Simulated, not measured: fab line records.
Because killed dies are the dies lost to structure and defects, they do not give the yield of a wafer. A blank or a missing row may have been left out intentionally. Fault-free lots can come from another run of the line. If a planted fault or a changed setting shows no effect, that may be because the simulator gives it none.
fab line records ; flow gf180mcu
record: lots: 14; wafers: 42; last-day: 34
route steps=602 shown V3@450 M4@461
lots untouched by any fault: they come from a run of this same line in which no faults occurred
start-h: hours from the record's opening day to when the first of the lot's shown wafers began ; wait-h: time in hours since the lot's previous step ; " same as the row above ; L1.1+2: one row covering several wafers at once ; - no value present, or no start provided ; * or withheld: withheld ; < > ~ a bound
route shown NAME@n: NAME is a module with steps in the file, n the number in the route of the first one ; usual: mean/standard deviation of fault-free wafers ; same: alike in all rows ; chamber/n: place in a boat ; sites: each site's reading ; _std_site: the values' standard deviation ; _edge_site: outer sites' mean less inner sites' ; radius-mm: how far each site lies from the wafer's centre ; mask NAME#n: copy n ; behind: the tool/chamber that last shaped the wafer ; hold: the reason the lot was held/the length of the hold in hours/how it ended ; device: the n, p or np transistor that did not switch ; end of line: tests of these same wafers at the route's end ; a step given without rows: its recipe and nothing more ; killed: not the wafer's yield, but the dies lost to structure and defects at the first sort ; map: the dies of a wafer, with x for killed, . for not killed, _ for no die there
set.NAME: the setting the step ran with; set.NAME@STEP: the setting that earlier step ran with ; model.NAME: the simulator's own value behind a step, which no gauge read
steps of the route over a sample of lots; a table a step, a row a wafer
services: from which hour (start-h, from the record's first day; less than 0 if before it) a tool's chamber was out of use, for how many hours, and why
== steps ==
step: GF_V3_SPUTTER_21
recipe: material: Ti; target-thk-nm: 15; chamber-pressure-pa: 5; power-w: 2500; substrate-temp-c: 200; time-s: 80.02
usual: throttle-valve-pct: 30.3/0.8
lot.wafer;tool;chamber;start-h;wait-h;throttle-valve-pct
L406.2;pvd-sputter-01;-;527.47;0.0;30.3
L406.5;pvd-sputter-01;-;527.47;0.0;30.6
L406.6;pvd-sputter-01;-;527.47;0.0;30.4
L407.2;pvd-sputter-01;-;529.33;0.0;30.7
L407.4;pvd-sputter-01;-;529.33;0.0;30.2
L407.6;pvd-sputter-01;-;529.33;0.0;30.7
L408.2;pvd-sputter-01;-;541.68;0.0;30.2
L408.3;pvd-sputter-01;-;541.68;0.0;29.8
L408.6;pvd-sputter-01;-;541.68;0.0;30.2
L409.1;pvd-sputter-01;-;551.88;0.0;30.2
L409.3;pvd-sputter-01;-;551.88;0.0;30.5
L409.4;pvd-sputter-01;-;551.88;0.0;29.9
L410.1;pvd-sputter-02;-;553.68;0.0;30.9
L410.3;pvd-sputter-02;-;553.68;0.0;30.4
L410.5;pvd-sputter-02;-;553.68;0.0;30.7
L412.4;pvd-sputter-01;-;567.83;0.0;30.3
L412.5;pvd-sputter-01;-;567.83;0.0;31.1
L412.6;pvd-sputter-01;-;567.83;0.0;30.6
L413.1;pvd-sputter-02;-;582.16;0.0;29.8
L413.3;pvd-sputter-02;-;582.16;0.0;30.5
L413.4;pvd-sputter-02;-;582.16;0.0;31.5
L414.3;pvd-sputter-01;-;583.38;0.0;30.4
L414.4;pvd-sputter-01;-;583.38;0.0;29.7
L414.6;pvd-sputter-01;-;583.38;0.0;30.3
L417.2;pvd-sputter-02;-;607.74;0.0;30.8
L417.3;pvd-sputter-02;-;607.74;0.0;31.1
L417.5;pvd-sputter-02;-;607.74;0.0;29.8
L423.4;pvd-sputter-02;-;650.58;0.0;29.3
L423.5;pvd-sputter-02;-;650.58;0.0;31.6
L423.6;pvd-sputter-02;-;650.58;0.0;31.2
L425.1;pvd-sputter-02;-;665.57;0.0;31.1
L425.3;pvd-sputter-02;-;665.57;0.0;29.6
L425.5;pvd-sputter-02;-;665.57;0.0;29.7
L426.3;pvd-sputter-03;-;673.53;0.0;30.3
L426.5;pvd-sputter-03;-;673.53;0.0;29.4
L426.6;pvd-sputter-03;-;673.53;0.0;28.4
L427.1;pvd-sputter-02;-;675.34;0.0;31.4
L427.2;pvd-sputter-02;-;675.34;0.0;31.2
L427.3;pvd-sputter-02;-;675.34;0.0;30.9
L429.2;pvd-sputter-02;-;688.98;0.0;30.5
L429.3;pvd-sputter-02;-;688.98;0.0;31.1
L429.5;pvd-sputter-02;-;688.98;0.0;29.5
step: GF_M4_RS_MEAS_05
recipe: thk-meas-gauge: four-point-probe; reads: TiN_of_M4_SPUTTER_04+Ti_of_M4_SPUTTER_03+AlCu_of_M4_SPUTTER_02+TiN_of_M4_SPUTTER_01+Ti_of_M4_SPUTTER_00
usual: M4_ALCU_RS: 0.0691/0.00075
lot.wafer;tool;chamber;start-h;wait-h;M4_ALCU_RS[ohm/sq]
L406.2;film-metro-03;-;528.40;0.0;0.0682
L406.5;film-metro-03;-;528.40;0.0;0.0685
L406.6;film-metro-03;-;528.40;0.0;0.0680
L407.2;film-metro-02;-;530.26;0.0;0.0690
L407.4;film-metro-02;-;530.26;0.0;0.0683
L407.6;film-metro-02;-;530.26;0.0;0.0691
L408.2;film-metro-04;-;542.61;0.0;0.0684
L408.3;film-metro-04;-;542.61;0.0;0.0697
L408.6;film-metro-04;-;542.61;0.0;0.0690
L409.1;film-metro-02;-;552.79;0.0;0.0695
L409.3;film-metro-02;-;552.79;0.0;0.0693
L409.4;film-metro-02;-;552.79;0.0;0.0707
L410.1;film-metro-03;-;554.70;0.0;0.0691
L410.3;film-metro-03;-;554.70;0.0;0.0694
L410.5;film-metro-03;-;554.70;0.0;0.0697
L412.4;film-metro-04;-;568.80;0.1;0.0686
L412.5;film-metro-04;-;568.80;0.1;0.0685
L412.6;film-metro-04;-;568.80;0.1;0.0684
L413.1;film-metro-04;-;583.07;0.0;0.0689
L413.3;film-metro-04;-;583.07;0.0;0.0688
L413.4;film-metro-04;-;583.07;0.0;0.0688
L414.3;film-metro-04;-;584.33;0.1;0.0695
L414.4;film-metro-04;-;584.33;0.1;0.0692
L414.6;film-metro-04;-;584.33;0.1;0.0694
L417.2;film-metro-04;-;608.67;0.0;0.0683
L417.3;film-metro-04;-;608.67;0.0;0.0695
L417.5;film-metro-04;-;608.67;0.0;0.0685
L423.4;film-metro-04;-;651.56;0.1;0.0696
L423.5;film-metro-04;-;651.56;0.1;0.0699
L423.6;film-metro-04;-;651.56;0.1;0.0687
L425.1;film-metro-04;-;666.49;0.0;0.0696
L425.3;film-metro-04;-;666.49;0.0;0.0689
L425.5;film-metro-04;-;666.49;0.0;0.0695
L426.3;film-metro-02;-;674.49;0.1;0.0685
L426.5;film-metro-02;-;674.49;0.1;0.0689
L426.6;film-metro-02;-;674.49;0.1;0.0703
L427.1;film-metro-04;-;676.37;0.0;0.0697
L427.2;film-metro-04;-;676.37;0.0;0.0699
L427.3;film-metro-04;-;676.37;0.0;0.0701
L429.2;film-metro-04;-;689.92;0.0;0.0677
L429.3;film-metro-04;-;689.92;0.0;0.0688
L429.5;film-metro-04;-;689.92;0.0;0.0688
step: GF_M4_EXPOSE_11
recipe: mask-id: Metal4; target-cd-nm: 280; na: 0.68; source-shape: conventional; sigma-outer: 0.6; dose-mj: 28
lot.wafer;tool;chamber;start-h;wait-h;mask
L406.2+5+6;krf-scanner-02;0;539.25;-;Metal4#0
L407.2+4+6;krf-scanner-01;0;541.51;-;Metal4#0
L408.2+3+6;krf-scanner-01;0;554.52;-;Metal4#0
L409.1+3+4;krf-scanner-02;0;563.79;-;Metal4#0
L410.1+3+5;krf-scanner-01;0;565.13;-;Metal4#0
L412.4+5+6;krf-scanner-02;0;579.96;-;Metal4#0
L413.1+3+4;krf-scanner-01;0;593.48;-;Metal4#0
L414.3+4+6;krf-scanner-02;0;594.88;-;Metal4#0
L417.2+3+5;krf-scanner-01;0;618.82;-;Metal4#0
L423.4+5+6;krf-scanner-01;0;661.56;-;Metal4#0
L425.1+3+5;krf-scanner-02;0;676.27;-;Metal4#0
L426.3+5+6;krf-scanner-02;0;684.40;-;Metal4#0
L427.1+2+3;krf-scanner-01;0;686.10;-;Metal4#0
L429.2+3+5;krf-scanner-01;0;699.56;-;Metal4#0
step: GF_M4_CD_MEAS_14
recipe: target-cd-nm: 280
usual: cd-nm: 280.4/1.3
lot.wafer;tool;chamber;start-h;wait-h;cd-nm
L406.2;cd-sem-01;-;550.22;0.1;280.8
L406.5;cd-sem-01;-;550.22;0.1;281.9
L406.6;cd-sem-01;-;550.22;0.1;282.2
L407.2;cd-sem-02;-;552.75;0.1;279.7
L407.4;cd-sem-02;-;552.75;0.1;279.9
L407.6;cd-sem-02;-;552.75;0.1;279.8
L408.2;cd-sem-01;-;564.69;0.1;281.0
L408.3;cd-sem-01;-;564.69;0.1;280.5
L408.6;cd-sem-01;-;564.69;0.1;281.2
L409.1;cd-sem-02;-;574.03;0.1;281.1
L409.3;cd-sem-02;-;574.03;0.1;281.5
L409.4;cd-sem-02;-;574.03;0.1;279.7
L410.1;cd-sem-02;-;575.85;0.1;280.5
L410.3;cd-sem-02;-;575.85;0.1;279.3
L410.5;cd-sem-02;-;575.85;0.1;281.0
L412.4;cd-sem-01;-;590.19;0.1;281.4
L412.5;cd-sem-01;-;590.19;0.1;281.0
L412.6;cd-sem-01;-;590.19;0.1;281.0
L413.1;cd-sem-01;-;603.27;0.1;279.7
L413.3;cd-sem-01;-;603.27;0.1;280.5
L413.4;cd-sem-01;-;603.27;0.1;280.3
L414.3;cd-sem-02;-;605.31;0.1;283.6
L414.4;cd-sem-02;-;605.31;0.1;283.0
L414.6;cd-sem-02;-;605.31;0.1;284.9
L417.2;cd-sem-02;-;629.09;0.1;279.1
L417.3;cd-sem-02;-;629.09;0.1;281.1
L417.5;cd-sem-02;-;629.09;0.1;278.8
L423.4;cd-sem-02;-;670.81;0.1;281.3
L423.5;cd-sem-02;-;670.81;0.1;279.7
L423.6;cd-sem-02;-;670.81;0.1;281.1
L425.1;cd-sem-01;-;684.72;0.1;219.3
L425.3;cd-sem-01;-;684.72;0.1;255.1
L425.5;cd-sem-01;-;684.72;0.1;226.3
L426.3;cd-sem-02;-;693.76;0.1;217.1
L426.5;cd-sem-02;-;693.76;0.1;148.7
L426.6;cd-sem-02;-;693.76;0.1;148.0
L427.1;cd-sem-02;-;695.42;0.1;280.2
L427.2;cd-sem-02;-;695.42;0.1;279.0
L427.3;cd-sem-02;-;695.42;0.1;280.0
L429.2;cd-sem-01;-;708.39;0.1;281.6
L429.3;cd-sem-01;-;708.39;0.1;282.8
L429.5;cd-sem-01;-;708.39;0.1;280.5
step: GF_M4_STRIP_17
recipe: chemistry: O2/N2; power-w: 1400; pressure-mtorr: 1500; platen-temp-c: 250; o2-flow-sccm: 3000; n2-flow-sccm: 300; overash-fraction: 0.5
usual: drypump-motor-current-A: 5.7/0.6; heater-power-w: 333/25; oes-product-au: 0.558/0.0055; strip-time-to-endpoint-s: 7.87/0.049
lot.wafer;tool;chamber;start-h;wait-h;drypump-motor-current-A;heater-power-w;oes-product-au;rf-hours-counter-h;strip-time-to-endpoint-s
L406.2;plasma-asher-02;1;550.58;0.1;5.5;322;0.556;103;7.81
L406.5;plasma-asher-02;1;550.58;0.1;5.6;329;0.552;-;7.84
L406.6;plasma-asher-02;0;550.58;0.1;5.4;332;0.547;-;7.86
L407.2;plasma-asher-02;0;553.11;0.1;5.4;335;0.547;103;7.80
L407.4;plasma-asher-02;1;553.11;0.1;5.6;320;0.557;-;7.78
L407.6;plasma-asher-02;1;553.11;0.1;5.6;326;0.549;-;7.82
L408.2;plasma-asher-03;0;564.94;0.1;6.5;294;0.557;11;7.89
L408.3;plasma-asher-03;1;564.94;0.1;4.9;360;0.566;-;7.91
L408.6;plasma-asher-03;1;564.94;0.1;4.9;350;0.563;-;7.92
L409.1;plasma-asher-03;1;574.29;0.1;4.9;353;0.562;12;7.88
L409.3;plasma-asher-03;1;574.29;0.1;4.9;351;0.562;-;7.93
L409.4;plasma-asher-03;0;574.29;0.1;6.5;297;0.566;-;7.85
L410.1;plasma-asher-03;0;576.12;0.1;6.5;293;0.564;12;7.86
L410.3;plasma-asher-03;0;576.12;0.1;6.5;295;0.547;-;7.89
L410.5;plasma-asher-03;0;576.12;0.1;6.5;300;0.570;-;7.87
L412.4;plasma-asher-01;0;590.43;0.1;6.4;347;0.561;-;7.87
L412.5;plasma-asher-01;1;590.43;0.1;6.4;378;0.548;-;7.85
L412.6;plasma-asher-01;0;590.43;0.1;6.4;358;0.562;-;7.82
L413.1;plasma-asher-03;0;603.65;0.2;6.5;300;0.562;15;7.96
L413.3;plasma-asher-03;0;603.65;0.2;6.5;300;0.563;-;7.96
L413.4;plasma-asher-03;1;603.65;0.2;4.9;349;0.566;-;7.95
L414.3;plasma-asher-02;1;605.68;0.1;5.6;328;0.551;-;7.92
L414.4;plasma-asher-02;0;605.68;0.1;5.4;326;0.561;-;7.94
L414.6;plasma-asher-02;0;605.68;0.1;5.4;329;0.568;-;7.93
L417.2;plasma-asher-03;1;629.33;0.1;4.9;349;0.557;17;7.94
L417.3;plasma-asher-03;0;629.33;0.1;6.5;306;0.567;-;7.94
L417.5;plasma-asher-03;0;629.33;0.1;6.5;298;0.562;-;7.93
L423.4;plasma-asher-02;0;671.05;0.1;5.4;338;0.558;-;7.95
L423.5;plasma-asher-02;0;671.05;0.1;5.4;329;0.567;-;7.93
L423.6;plasma-asher-02;1;671.05;0.1;5.6;325;0.554;-;7.90
L425.1;plasma-asher-01;0;684.98;0.1;6.4;352;0.560;90;7.81
L425.3;plasma-asher-01;1;684.98;0.1;6.4;380;0.559;-;7.79
L425.5;plasma-asher-01;0;684.98;0.1;6.4;345;0.550;-;7.79
L426.3;plasma-asher-03;0;694.14;0.1;6.5;298;0.558;-;7.87
L426.5;plasma-asher-03;0;694.14;0.1;6.5;299;0.555;-;7.83
L426.6;plasma-asher-03;1;694.14;0.1;4.9;341;0.548;-;7.82
L427.1;plasma-asher-02;1;695.68;0.1;5.6;327;0.557;119;7.87
L427.2;plasma-asher-02;0;695.68;0.1;5.4;339;0.559;119;7.82
L427.3;plasma-asher-02;0;695.68;0.1;5.4;336;0.552;-;7.86
L429.2;plasma-asher-03;0;708.75;0.1;6.5;302;0.551;26;7.87
L429.3;plasma-asher-03;0;708.75;0.1;6.5;296;0.557;-;7.85
L429.5;plasma-asher-03;0;708.75;0.1;6.5;298;0.559;-;7.88
== services ==
tool;chamber;start-h;hours;kind
pvd-sputter-01;-;510.13;2.7;repair
krf-scanner-01;-;513.64;1.0;pm
plasma-asher-03;-;514.71;14.6;pm
pvd-sputter-02;-;525.27;2.6;repair
krf-scanner-01;-;527.29;0.8;pm
pvd-sputter-02;-;528.16;1.8;repair
pvd-sputter-02;2;536.10;-;consumable-replace:kit
pvd-sputter-02;2;536.10;18.0;scheduled-down
pvd-sputter-02;2;536.10;18.0;vent-cycle
pvd-sputter-03;-;544.95;1.1;repair
plasma-asher-03;-;553.80;9.0;pm
krf-scanner-02;-;561.47;1.3;pm
plasma-asher-01;-;561.52;5.7;repair
krf-scanner-02;0;586.46;-;calibration
krf-scanner-01;-;635.94;1.3;pm
krf-scanner-02;-;637.24;0.8;pm
krf-scanner-01;0;645.81;-;calibration
pvd-sputter-03;-;646.24;2.2;repair
krf-scanner-02;-;655.89;1.0;pm
plasma-asher-02;-;682.10;9.3;repair
krf-scanner-01;-;682.64;1.0;pm
plasma-asher-01;-;687.06;7.7;pm
krf-scanner-02;-;694.53;4.0;pm
krf-scanner-01;-;698.55;0.8;pm
== key ==
first-sign: step: GF_M4_CD_MEAS_14; reading: cd-nm; direction: down; sigmas: 59; usual: 280.4; struck: 202.4
effect none on later readings
met-at GF_M4_EXPOSE_11
struck-lots L425,L426
later-rows-left-out L425.1,L425.5,L426.3,L426.5,L426.6
sort-left-out L425.1,L425.3,L425.5,L426.3,L426.5,L426.6
not-acting-at GF_V3_SPUTTER_21,GF_M4_RS_MEAS_05,GF_M4_STRIP_17
onset-between 594.88 676.27
fault: kind: process-parameter-drift; tool: krf-scanner-02; chamber: -; onset-h: 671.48; steps: GF_M4_EXPOSE_11; channel: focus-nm; offset: 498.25; spread-by-wafer: 0.3; shape: step; end-h: 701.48
sort-left-out: the simulated sort isn't trusted on such a fault, so these wafers' sort isn't shown, and their yield isn't known
later-rows-left-out: the simulator's readings of these wafers behind a module that went badly wrong aren't trusted and aren't shown, but for the sort
